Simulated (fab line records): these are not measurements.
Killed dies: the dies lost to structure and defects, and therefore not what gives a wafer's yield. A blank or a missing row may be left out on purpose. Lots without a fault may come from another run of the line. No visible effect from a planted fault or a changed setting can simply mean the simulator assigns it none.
Problem report, 8D (eight disciplines) form, completed by code :: flow gf180mcu :: the parts of the form that need people (team, actions taken, sign-off) are left out

== 1. THE ISSUE ==
developer_temp_C at GF_M3_DEVELOP_13 reads a mean of 20.19 C on 9 wafers of 3 lots; wafers without a fault read 21.02 C with a standard deviation of 0.11. That is -7.5 standard deviations from the usual mean.
The step: develop time 60 s.
Earliest sighting: wafer L778.3 on litho_track-03 at day 23 11:31. At this step, 42 wafers from 14 lots have a number in the record. The rule behind "out" and "out of limits": a value lying over 4 standard deviations away from the usual mean. The rest of the wafers with a number are treated as sound.

== 2. WHAT THIS IS AND IS NOT ==
question: which readings at this step
is: developer_temp_C
is not: -

question: which lots
is: L778, L779, L780
is not: L773, L774, L775, L776, L787, L789, L790, L792, L793, L794, L796

question: which wafers of those lots
is: all that have a number
is not: -

question: read on which tools
is: litho_track-03
is not: litho_track-02, litho_track-04

question: when
is: from day 23 11:31
is not: up to then (12 sound wafers); but 21 sound wafers of L787, L789, L790, L792, L793, L794, L796 came after

== 3. THE SUSPECTS, EACH WITH WHAT RULES IT OUT ==
Counting: a tool at a process step up to the reading stays a suspect if it ran every lot that is out and no sound lot after the first of them.
- litho_track-03 at GF_M3_DEVELOP_13 (develop time 60 s): ruled out as a lasting fault. Following L778 (day 23 11:31), the first lot on it that is out, the sound lots L790, L792, L793, L794 were run on it.
Left after counting: nothing in the record.

== 4. THE CAUSE (what the simulator had put in) ==
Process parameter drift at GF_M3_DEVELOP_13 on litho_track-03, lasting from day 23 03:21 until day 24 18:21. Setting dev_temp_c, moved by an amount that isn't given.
Counting ruled it out, wrongly.

== 5. THE EFFECT CHAIN, in route order ==
Each row: a reading whose mean over the struck wafers that have a number lies more than 3 standard deviations from the usual. Only readings whose record carries a usual standard deviation are examined. hours: median over the lots of the time between each lot's start at the first step of this table that gives one and its start at this step. sigmas: the change, counted in usual standard deviations.
hours: 0
step: GF_M3_DEVELOP_13
reading: developer_temp_C
usual: 21.02 C
on struck wafers: 20.19
change: -0.83
sigmas: -7.5
Its process steps:
- GF_M3_DEVELOP_13: develop time 60 s.

== 6. HOW IT WOULD HAVE BEEN CAUGHT EARLIER ==
In this record the first reading out of limits was taken at day 23 11:31, 8 hours after the fault began at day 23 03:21.
